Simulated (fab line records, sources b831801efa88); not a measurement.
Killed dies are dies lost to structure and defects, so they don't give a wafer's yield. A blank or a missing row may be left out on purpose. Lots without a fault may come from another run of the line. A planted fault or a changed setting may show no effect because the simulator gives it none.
Problem report in the 8D (eight disciplines) form, filled by code | flow sky130 | the parts of the form that need people (team, actions taken, sign-off) are left out

1. THE PROBLEM
bias_w at SKY_METAL5_METAL_ETCH_15 reads a mean of 59.95 W on 3 wafers of 2 lots; wafers without a fault read 48.49 W with a standard deviation of 0.15. That is +76 standard deviations from the usual mean.
The step: etches the open film in Cl2/BCl3, stops on SiO2, target depth 1260 nm, time 252 s.
First seen on wafer L916.6, day 47 12:31, on rie_metal-03. The record holds 30 wafers of 10 lots with a number at this step. Rule for "out", or "out of limits": more than 4 standard deviations from the usual mean. The other wafers with a number count as sound.

2. WHAT IT IS AND WHAT IT IS NOT
question                    | is                     | is not
which readings at this step | bias_w                 | drypump_motor_current_A, mfc_cl2_sccm, oes_product_au, throttle_valve_pct
which lots                  | L916, L925             | L910, L912, L913, L914, L918, L920, L921, L927
which wafers of those lots  | L916.6, L925.4, L925.5 | L916.4, L916.5, L925.1
read on which tools         | rie_metal-03           | rie_metal-01, rie_metal-02
when                        | from day 47 12:31      | up to then (17 sound wafers); but 10 sound wafers of L920, L921, L925, L927 came after

3. SUSPECTS, AND WHAT RULES EACH OUT
Counting: a tool at a process step up to the reading stays a suspect if it ran every lot that is out. Sound lots after the first of them don't rule it out here, since some wafers of a struck lot are sound.
- pvd_sputter-04 at SKY_METAL5_SPUTTER_00 (material Ti, target thk 15 nm, time 10 s): kept. It ran every lot that is out, first L916 (day 46 16:33).
- pvd_sputter-04 at SKY_METAL5_SPUTTER_01 (material TiN, target thk 20 nm, time 16.7 s): kept. It ran every lot that is out, first L916 (day 46 16:34).
- rie_metal-03 at SKY_METAL5_METAL_ETCH_15 (etches the open film in Cl2/BCl3, stops on SiO2, target depth 1260 nm, time 252 s): kept. It ran every lot that is out, first L916 (day 47 12:31); its last sound lot up to then is L918 (day 47 10:23). Its own readings are out on those wafers: bias_w.
- Within rie_metal-03 at SKY_METAL5_METAL_ETCH_15: the wafers that are out ran in chamber 1; their sound lot-mates ran in chamber 0.
Left after counting: pvd_sputter-04 at SKY_METAL5_SPUTTER_00, pvd_sputter-04 at SKY_METAL5_SPUTTER_01, rie_metal-03 at SKY_METAL5_METAL_ETCH_15.

4. THE CAUSE (what the simulator had put in)
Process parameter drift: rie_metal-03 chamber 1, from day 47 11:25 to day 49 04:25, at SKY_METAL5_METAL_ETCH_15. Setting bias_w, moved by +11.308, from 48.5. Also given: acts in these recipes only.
Counting left 3 suspects, and this tool is among them.

5. THE CHAIN OF EFFECTS, in route order
Each row: a reading whose mean over the struck wafers that have a number lies more than 3 standard deviations from the usual. Only readings for which the record gives a usual standard deviation are gone through. hours: the time from each lot's start at the first step in this table that gives one to its start at this step, as a median over the lots. sigmas: the change in usual standard deviations.
hours | step                     | reading                  | usual   | on struck wafers | change | sigmas
0     | SKY_METAL5_METAL_ETCH_15 | bias_w                   | 48.49 W | 59.95            | +11.46 | +76
0     | SKY_METAL5_STRIP_16      | strip_time_to_endpoint_s | 13.07 s | 12.26            | -0.81  | -7.4
The process steps in it:
- SKY_METAL5_METAL_ETCH_15: etches the open film in Cl2/BCl3, stops on SiO2, target depth 1260 nm, time 252 s.
- SKY_METAL5_STRIP_16: strips in O2/N2.

6. WHAT WOULD HAVE CAUGHT IT SOONER
In this record the first reading out of limits was taken at day 47 12:31, 1 hour after the fault began at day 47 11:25.
